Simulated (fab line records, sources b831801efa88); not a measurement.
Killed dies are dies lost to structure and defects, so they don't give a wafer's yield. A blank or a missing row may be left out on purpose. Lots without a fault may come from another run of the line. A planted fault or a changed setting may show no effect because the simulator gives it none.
One fault seen from 2 desks | flow sky130 | each desk has only its own numbers; what lay behind them comes last

THE METROLOGY DESK
What the gauges read, lot by lot, whatever tool the lot ran on: means of the sampled wafers that have a number. A lot is out of limits, marked OUT, if its mean lies more than 4 standard deviations from the usual mean; the brackets give that distance.
Columns: A = VIA2_BOW at SKY_VIA2_BOW_MEAS_03, usual 85 um
lot  | first seen here | A
L112 | day 36 00:47    | 80
L117 | day 37 18:49    | 94
L118 | day 37 21:08    | 91
L125 | day 40 04:43    | 86
L126 | day 40 15:30    | 83
L128 | day 40 20:18    | 74
L127 | day 40 20:30    | 94
L129 | day 41 01:22    | 82
L130 | day 41 14:48    | 84
L131 | day 41 22:32    | 88
L132 | day 42 01:01    | 85
This desk's finding: nothing out of limits on any of the 11 lots.

THE TOOL OWNER'S DESK: rie_metal-04
The tool's own readings at SKY_METAL2_ETCH_18 (etches BARC in N2/H2, stops on SiO2, time 45.9 s, target depth 60 nm): means of the sampled wafers that have a number, for each lot that ran on this tool. A lot is out of limits, marked OUT, if its mean lies more than 4 standard deviations from the usual mean; the brackets give that distance.
Columns: A = bias_w at SKY_METAL2_ETCH_18, usual 99.97 W; B = chamber_pressure_mTorr at SKY_METAL2_ETCH_18, usual 30.00 mTorr; C = drypump_motor_current_A at SKY_METAL2_ETCH_18, usual 6.0 A; D = oes_product_au at SKY_METAL2_ETCH_18, usual 0.855 a.u.; E = rf_fwd_power_W at SKY_METAL2_ETCH_18, usual 495.5 W; F = throttle_valve_pct at SKY_METAL2_ETCH_18, usual 13.225 %
lot  | first seen here | A      | B     | C   | D     | E               | F
L112 | day 35 23:06    | 99.94  | 30.00 | 5.4 | 0.855 | 496.0           | 13.233
L117 | day 37 17:31    | 100.01 | 30.01 | 5.5 | 0.854 | 523.2 (+11) OUT | 13.230
L118 | day 37 19:50    | 99.80  | 30.04 | 5.5 | 0.856 | 524.7 (+11) OUT | 13.222
L129 | day 41 00:04    | 99.85  | 29.98 | 5.4 | 0.851 | 496.1           | 13.231
L130 | day 41 13:33    | 99.94  | 30.01 | 5.6 | 0.856 | 494.9           | 13.221
This desk's finding: out of limits on L117, L118; first on L117, day 37 17:31 (rf_fwd_power_W at SKY_METAL2_ETCH_18). In limits: L112, L129, L130.

PUT TOGETHER
The tool owner's desk could have raised an alarm at day 37 17:31, on L117, L118.
The metrology desk saw nothing out of limits.
The metrology desk has L117, L118 on record, within its limits.
Of the lots named, all ran SKY_METAL2_ETCH_18 on rie_metal-04.

WHAT THE SIMULATOR HAD PUT IN
Process parameter drift: rie_metal-04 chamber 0, from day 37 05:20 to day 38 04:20, at SKY_METAL2_ETCH_18. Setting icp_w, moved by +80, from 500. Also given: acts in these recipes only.
Lots struck among those shown: L117, L118.
Hours from the fault's start to each desk's first reading out of limits: the tool owner's desk, 12.
